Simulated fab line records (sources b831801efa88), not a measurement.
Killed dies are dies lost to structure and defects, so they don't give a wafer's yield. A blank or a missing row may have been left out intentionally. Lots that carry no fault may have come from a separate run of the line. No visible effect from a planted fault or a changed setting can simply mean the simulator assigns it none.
Which tool did it? ; flow sky130 ; 7 lots with 21 wafers sampled at 2 steps, on a route of 708 steps

## WHAT THE GAUGES SHOWED, per wafer
SKY_SD_N_CD_MEAS_07 targets a cd of 380 nm.
lot;measured;on;cd nm (nm)
L473;day 28 11:21;cd sem-02;375 373 373
L481;day 31 07:45;cd sem-02;379 379 378
L483;day 31 19:42;cd sem-01;413 413 412 413 414 412
L487;day 33 03:04;cd sem-01;385 383 384
L488;day 35 02:27;cd sem-01;381 381 380
L492;day 35 05:05;cd sem-02;382 381 382
L493;day 35 07:22;cd sem-02;376 377 378

## TOOL THAT RAN EACH LOT (tool first, then ch and the chambers of the sampled wafers, then the start)
lot;SKY_SD_N_COAT_02
L473;litho track-04 ch 0, day 27 20:54
L481;litho track-03 ch 0, day 30 18:18
L483;litho track-01 ch 0, day 31 06:36
L487;litho track-04 ch 0, day 32 13:41
L488;litho track-04 ch 0, day 34 13:27
L492;litho track-01 ch 0, day 34 16:06
L493;litho track-01 ch 0, day 34 18:28
- SKY_SD_N_COAT_02: resist thk 1140 nm.

## THE ANSWER, worked out from the rows above alone
Rule: the usual values come from the lots themselves. Put in order of their means at a reading, lots are off if they are a third of the lots or fewer, leave a main group of 4 or more, and stand apart from it by a gap of 3 or more times the standard deviation of the main group's means; of several such gaps the widest counts. The tables above print the reading to a certain number of digits; a main group whose means all agree to those digits is not used. Also off: a lot with no number at a reading for which 4 or more lots have one. Any other lot the step has rows for is counted as sound.
Off: L483 (SKY_SD_N_CD_MEAS_07, cd nm). The main group: mean 379 nm, standard deviation 3.3.
If a tool, at a process step before that reading, ran all the lots that are off and no sound lot after the first of them, it fits. Gauges at SKY_SD_N_CD_MEAS_07: tried the same way as those tools. None of those tried fits.

## WHAT THE SIMULATOR HAD PUT IN
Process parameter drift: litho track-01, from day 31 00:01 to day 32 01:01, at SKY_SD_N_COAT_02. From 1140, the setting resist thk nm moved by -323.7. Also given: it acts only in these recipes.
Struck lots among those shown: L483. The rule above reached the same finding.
